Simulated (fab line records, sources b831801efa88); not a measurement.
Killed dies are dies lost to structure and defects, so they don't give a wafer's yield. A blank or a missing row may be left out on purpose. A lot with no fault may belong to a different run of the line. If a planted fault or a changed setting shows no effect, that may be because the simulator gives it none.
fab line records + flow sky130 + part 2 of 2: steps 29 to 40 of 40
record:
- lots: 5
- wafers: 15
- last_day: 49
route steps=708 shown VIA3@577 METAL4@598 CAP2M@603
lots with no fault: from the same line, run without faults
start_h: hours from the record's opening day to when the first of the lot's shown wafers began + wait_h: hours elapsed since this lot's preceding step + " unchanged from the row above + L1.1+2: several wafers, shown together as one row + - no value, or no start given + * or withheld: withheld + < > ~ a bound
route shown NAME@n: NAME is a module with steps in the file, n the number in the route of the first one + usual: mean/standard deviation taken from wafers without a fault + same: alike in all rows + chamber/n: place in a boat + sites: each site's reading + _std_site: standard deviation across them + _edge_site: inner sites' mean taken away from outer sites' mean + radius_mm: how far each site lies from the wafer's centre + mask NAME#n: copy n + behind: the tool/chamber that last shaped the wafer + hold: reason for holding the lot/hours on hold/outcome of the hold + device: transistor that didn't switch, given as n, p or np + end of line: the same wafers' tests at the end of the route + a step without rows: its recipe alone + killed: at the first sort, the dies lost to defects and structure; wafer yield is something else + map: per-die view of a wafer (x killed, . not killed, _ where there is no die)
set.NAME: the run value of the setting; set.NAME@STEP: its run value at that earlier step + model.NAME: the simulator's own value behind a step, which no gauge read
a table for each step, a row for each wafer; lots at some steps of the route
services: when a tool's chamber went out of use (start_h, in hours from the record's first day, below 0 if earlier), for how many hours, and the reason
== steps ==
step: SKY_CAP2M_SPUTTER_02
recipe:
- material: TiN
- target_thk_nm: 200
- temp_c: 300
- power_w: 6500
- time_s: 166.7
- chamber_pressure_pa: 0.4
usual:
- substrate_temp_c: 300.00/0.19
- throttle_valve_pct: 29.8/0.99
| lot.wafer | tool           | chamber | start_h | wait_h | substrate_temp_c | throttle_valve_pct |
|-----------|----------------|---------|---------|--------|------------------|--------------------|
| L079.1    | pvd_sputter-03 | -       | 981.47  | 0.1    | 300.12           | 29.3               |
| L079.2    | "              | -       | "       | "      | 300.03           | 30.2               |
| L079.5    | "              | -       | "       | "      | 299.59           | 29.9               |
| L082.1    | pvd_sputter-03 | -       | 987.10  | 0.1    | 299.86           | 29.3               |
| L082.4    | "              | -       | "       | "      | 299.80           | 31.1               |
| L082.6    | "              | -       | "       | "      | 300.09           | 29.7               |
| L083.1    | pvd_sputter-03 | -       | 995.07  | 0.1    | 300.05           | 30.1               |
| L083.3    | "              | -       | "       | "      | 300.25           | 29.8               |
| L083.4    | "              | -       | "       | "      | 299.84           | 29.6               |
| L085.2    | pvd_sputter-04 | -       | 1008.60 | 0.0    | 299.86           | 30.8               |
| L085.3    | "              | -       | "       | "      | 300.13           | 29.2               |
| L085.4    | "              | -       | "       | "      | 299.72           | 28.4               |
| L094.2    | pvd_sputter-01 | -       | 1066.41 | 0.0    | 299.66           | 31.2               |
| L094.3    | "              | -       | "       | "      | 300.10           | 29.2               |
| L094.4    | "              | -       | "       | "      | 299.95           | 30.5               |
step: SKY_CAP2M_RS_MEAS_03
recipe:
- thk_meas_gauge: four-point-probe
- reads: TiN_of_CAP2M_SPUTTER_02
usual:
- CAP2M_TIN_RS: 6.93/0.066
| lot.wafer | tool          | chamber | start_h | wait_h | CAP2M_TIN_RS[ohm/sq] |
|-----------|---------------|---------|---------|--------|----------------------|
| L079.1    | film_metro-04 | -       | 981.58  | 0.1    | 6.95                 |
| L079.2    | "             | -       | "       | "      | 6.92                 |
| L079.5    | "             | -       | "       | "      | 6.92                 |
| L082.1    | film_metro-02 | -       | 987.21  | 0.1    | 6.88                 |
| L082.4    | "             | -       | "       | "      | 6.90                 |
| L082.6    | "             | -       | "       | "      | 6.87                 |
| L083.1    | film_metro-01 | -       | 995.18  | 0.1    | 6.97                 |
| L083.3    | "             | -       | "       | "      | 6.96                 |
| L083.4    | "             | -       | "       | "      | 6.89                 |
| L085.2    | film_metro-01 | -       | 1008.73 | 0.1    | 6.90                 |
| L085.3    | "             | -       | "       | "      | 6.85                 |
| L085.4    | "             | -       | "       | "      | 6.88                 |
| L094.2    | film_metro-04 | -       | 1066.54 | 0.1    | 7.03                 |
| L094.3    | "             | -       | "       | "      | 6.96                 |
| L094.4    | "             | -       | "       | "      | 7.00                 |
step: SKY_CAP2M_THK_MEAS_04
recipe:
- thk_meas_gauge: xrf
- reads: TiN_of_CAP2M_SPUTTER_02
usual:
- CAP2M_TIN_THK: 200.8/1.8
| lot.wafer | tool          | chamber | start_h | wait_h | CAP2M_TIN_THK[nm] |
|-----------|---------------|---------|---------|--------|-------------------|
| L079.1    | film_metro-04 | -       | 981.70  | 0.1    | 200.1             |
| L079.2    | "             | -       | "       | "      | 201.6             |
| L079.5    | "             | -       | "       | "      | 201.8             |
| L082.1    | film_metro-02 | -       | 987.33  | 0.1    | 202.4             |
| L082.4    | "             | -       | "       | "      | 202.3             |
| L082.6    | "             | -       | "       | "      | 203.2             |
| L083.1    | film_metro-01 | -       | 995.30  | 0.1    | 198.8             |
| L083.3    | "             | -       | "       | "      | 198.6             |
| L083.4    | "             | -       | "       | "      | 199.4             |
| L085.2    | film_metro-01 | -       | 1008.84 | 0.1    | 200.4             |
| L085.3    | "             | -       | "       | "      | 202.9             |
| L085.4    | "             | -       | "       | "      | 201.1             |
| L094.2    | film_metro-04 | -       | 1066.65 | 0.1    | 199.1             |
| L094.3    | "             | -       | "       | "      | 200.9             |
| L094.4    | "             | -       | "       | "      | 199.4             |
step: SKY_CAP2M_DEHYDRATE_05
recipe:
- temp_c: 200
- time_s: 60
| lot.wafer  | tool           | chamber | start_h | wait_h |
|------------|----------------|---------|---------|--------|
| L079.1+2+5 | litho_track-03 | 0       | 993.45  | 11.7   |
| L082.1+4+6 | litho_track-01 | 0       | 999.07  | 11.7   |
| L083.1+3+4 | litho_track-02 | 0       | 1005.74 | 10.4   |
| L085.2+3+4 | litho_track-02 | 0       | 1020.21 | 11.4   |
| L094.2+3+4 | litho_track-03 | 0       | 1076.58 | 9.9    |
step: SKY_CAP2M_HMDS_06
recipe:
- prime_time_s: 60
- prime_temp_c: 120
| lot.wafer  | tool           | chamber | start_h | wait_h |
|------------|----------------|---------|---------|--------|
| L079.1+2+5 | litho_track-03 | 0       | 993.60  | 0.1    |
| L082.1+4+6 | litho_track-01 | 0       | 999.22  | 0.1    |
| L083.1+3+4 | litho_track-02 | 0       | 1005.89 | 0.1    |
| L085.2+3+4 | litho_track-02 | 0       | 1020.36 | 0.1    |
| L094.2+3+4 | litho_track-03 | 0       | 1076.73 | 0.1    |
step: SKY_CAP2M_COAT_07
recipe:
- resist: NOVOLAK
- spin_rpm: 3000
- resist_thk_nm: 1140
| lot.wafer  | tool           | chamber | start_h | wait_h |
|------------|----------------|---------|---------|--------|
| L079.1+2+5 | litho_track-03 | 0       | 993.75  | 0.1    |
| L082.1+4+6 | litho_track-01 | 0       | 999.37  | 0.1    |
| L083.1+3+4 | litho_track-02 | 0       | 1006.04 | 0.1    |
| L085.2+3+4 | litho_track-02 | 0       | 1020.51 | 0.1    |
| L094.2+3+4 | litho_track-03 | 0       | 1076.88 | 0.1    |
step: SKY_CAP2M_SOFTBAKE_08
recipe:
- temp_c: 90
- time_s: 60
- resist: NOVOLAK
| lot.wafer  | tool           | chamber | start_h | wait_h |
|------------|----------------|---------|---------|--------|
| L079.1+2+5 | litho_track-03 | 0       | 993.90  | 0.1    |
| L082.1+4+6 | litho_track-01 | 0       | 999.52  | 0.1    |
| L083.1+3+4 | litho_track-02 | 0       | 1006.19 | 0.1    |
| L085.2+3+4 | litho_track-02 | 0       | 1020.66 | 0.1    |
| L094.2+3+4 | litho_track-03 | 0       | 1077.03 | 0.1    |
step: SKY_CAP2M_EXPOSE_09
recipe:
- mask_id: CAP2M
- na: 0.6
- source_shape: conventional
- sigma_outer: 0.6
- polarization: unpolarized
- target_cd_nm: 1000
- dose_mj: 159
| lot.wafer  | tool             | chamber | start_h | wait_h | mask    |
|------------|------------------|---------|---------|--------|---------|
| L079.1+2+5 | iline_stepper-02 | 0       | -       | -      | CAP2M#0 |
| L082.1+4+6 | iline_stepper-01 | 0       | -       | -      | CAP2M#0 |
| L083.1+3+4 | iline_stepper-02 | 0       | -       | -      | CAP2M#0 |
| L085.2+3+4 | iline_stepper-02 | 0       | -       | -      | CAP2M#0 |
| L094.2+3+4 | iline_stepper-02 | 0       | -       | -      | CAP2M#0 |
step: SKY_CAP2M_PEB_10
recipe:
- temp_c: withheld
- time_s: *
- resist: NOVOLAK
| lot.wafer  | tool           | chamber | start_h | wait_h |
|------------|----------------|---------|---------|--------|
| L079.1+2+5 | litho_track-03 | 0       | -       | -      |
| L082.1+4+6 | litho_track-03 | 0       | -       | -      |
| L083.1+3+4 | litho_track-02 | 0       | -       | -      |
| L085.2+3+4 | litho_track-01 | 0       | -       | -      |
| L094.2+3+4 | litho_track-02 | 0       | -       | -      |
step: SKY_CAP2M_DEVELOP_11
recipe:
- resist: NOVOLAK
- developer: TMAH
- develop_time_s: 60
- dev_temp_c: 23
| lot.wafer  | tool           | chamber | start_h | wait_h |
|------------|----------------|---------|---------|--------|
| L079.1+2+5 | litho_track-03 | 0       | 1005.50 | 0.1    |
| L082.1+4+6 | litho_track-03 | 0       | 1009.90 | 0.1    |
| L083.1+3+4 | litho_track-02 | 0       | 1017.64 | 0.1    |
| L085.2+3+4 | litho_track-01 | 0       | 1031.70 | 0.1    |
| L094.2+3+4 | litho_track-02 | 0       | 1087.01 | 0.1    |
step: SKY_CAP2M_OVL_MEAS_12
usual:
- CAP2M_OVL: 0.1/1.5
| lot.wafer | tool       | chamber | start_h | wait_h | CAP2M_OVL[nm] |
|-----------|------------|---------|---------|--------|---------------|
| L079.1    | overlay-01 | -       | 1005.65 | 0.1    | 2.3           |
| L079.2    | "          | -       | "       | "      | 2.2           |
| L079.5    | "          | -       | "       | "      | 1.7           |
| L082.1    | overlay-01 | -       | 1010.05 | 0.1    | 1.6           |
| L082.4    | "          | -       | "       | "      | 0.8           |
| L082.6    | "          | -       | "       | "      | 1.0           |
| L083.1    | overlay-01 | -       | 1017.79 | 0.1    | 0.4           |
| L083.3    | "          | -       | "       | "      | 0.3           |
| L083.4    | "          | -       | "       | "      | -0.4          |
| L085.2    | overlay-02 | -       | 1031.83 | 0.1    | 1.2           |
| L085.3    | "          | -       | "       | "      | 0.9           |
| L085.4    | "          | -       | "       | "      | 1.5           |
| L094.2    | overlay-01 | -       | 1087.14 | 0.1    | 1.6           |
| L094.3    | "          | -       | "       | "      | 0.4           |
| L094.4    | "          | -       | "       | "      | 2.4           |
step: SKY_CAP2M_METAL_ETCH_13
recipe:
- target_depth_nm: 220
- stop_on: SiO2
- chemistry: Cl2/BCl3
- target: TiN
- pressure_mtorr: 10
- icp_w: 900
- bias_w: 50.1
- Cl2_flow_sccm: 60
- bcl3_flow_sccm: 30
- time_s: 62.9
usual:
- drypump_motor_current_A: 5.7/0.49
- oes_product_au: 0.938/0.0068
- rf_fwd_power_W: 891/3.5
- throttle_valve_pct: 21.903/0.0099
| lot.wafer | tool         | chamber | start_h | wait_h | drypump_motor_current_A | oes_product_au | rf_fwd_power_W | rf_hours_counter_h | throttle_valve_pct |
|-----------|--------------|---------|---------|--------|-------------------------|----------------|----------------|--------------------|--------------------|
| L079.1    | rie_metal-02 | 1       | 1005.69 | 0.0    | 6.0                     | 0.928          | 889            | 13                 | 21.887             |
| L079.2    | "            | 0       | "       | "      | 5.9                     | 0.943          | 893            | 10                 | 21.908             |
| L079.5    | "            | 1       | "       | "      | 6.0                     | 0.933          | 889            | -                  | 21.890             |
| L082.1    | rie_metal-02 | 0       | 1010.09 | 0.0    | 5.9                     | 0.936          | 894            | 10                 | 21.894             |
| L082.4    | "            | 1       | "       | "      | 6.1                     | 0.942          | 888            | -                  | 21.916             |
| L082.6    | "            | 0       | "       | "      | 5.9                     | 0.937          | 897            | -                  | 21.880             |
| L083.1    | rie_metal-02 | 1       | 1017.82 | 0.0    | 6.0                     | 0.932          | 890            | 14                 | 21.922             |
| L083.3    | "            | 0       | "       | "      | 5.9                     | 0.937          | 893            | -                  | 21.902             |
| L083.4    | "            | 1       | "       | "      | 6.0                     | 0.940          | 886            | -                  | 21.890             |
| L085.2    | rie_metal-03 | 0       | 1031.86 | 0.0    | 5.8                     | 0.936          | 892            | 12                 | 21.901             |
| L085.3    | "            | 0       | "       | "      | 5.8                     | 0.946          | 896            | -                  | 21.901             |
| L085.4    | "            | 1       | "       | "      | 5.1                     | 0.943          | 894            | -                  | 21.893             |
| L094.2    | rie_metal-02 | 0       | 1087.17 | 0.0    | 5.9                     | 0.929          | 899            | 15                 | 21.905             |
| L094.3    | "            | 0       | "       | "      | 5.9                     | 0.944          | 898            | -                  | 21.921             |
| L094.4    | "            | 1       | "       | "      | 6.0                     | 0.933          | 896            | -                  | 21.893             |
== services ==
| tool             | chamber | start_h | hours | kind   |
|------------------|---------|---------|-------|--------|
| pecvd-01         | -       | 947.78  | 5.5   | pm     |
| krf_scanner-01   | -       | 965.60  | 0.4   | repair |
| wet_bench-03     | -       | 977.70  | 0.9   | repair |
| rie_metal-02     | -       | 977.81  | 1.4   | pm     |
| pvd_sputter-01   | -       | 980.41  | 4.4   | repair |
| rie_metal-02     | 0       | 984.22  | 11.5  | repair |
| pvd_sputter-04   | -       | 986.82  | 2.7   | repair |
| pvd_sputter-02   | -       | 987.22  | 1.5   | repair |
| cvd_w-02         | -       | 998.87  | 2.8   | pm     |
| pvd_sputter-02   | -       | 1006.35 | 1.9   | repair |
| cmp-01           | -       | 1011.51 | 0.2   | repair |
| pecvd-01         | 2       | 1019.90 | 15.8  | repair |
| iline_stepper-02 | -       | 1026.67 | 10.6  | repair |
| cvd_w-02         | 1       | 1032.00 | 2.6   | repair |
| rie_metal-02     | -       | 1033.53 | 0.7   | repair |
| pecvd-01         | 2       | 1039.89 | 2.6   | repair |
| krf_scanner-01   | -       | 1040.21 | 0.8   | pm     |
| krf_scanner-01   | -       | 1042.89 | 1.0   | pm     |
| pvd_sputter-03   | -       | 1045.19 | 3.9   | repair |
| iline_stepper-02 | -       | 1046.47 | 1.7   | pm     |
| rie_diel-02      | 3       | 1047.19 | 6.6   | repair |
| cmp-01           | -       | 1049.72 | 2.0   | repair |
| cmp-01           | -       | 1069.11 | 0.9   | repair |
| rie_metal-02     | -       | 1080.64 | 1.8   | repair |
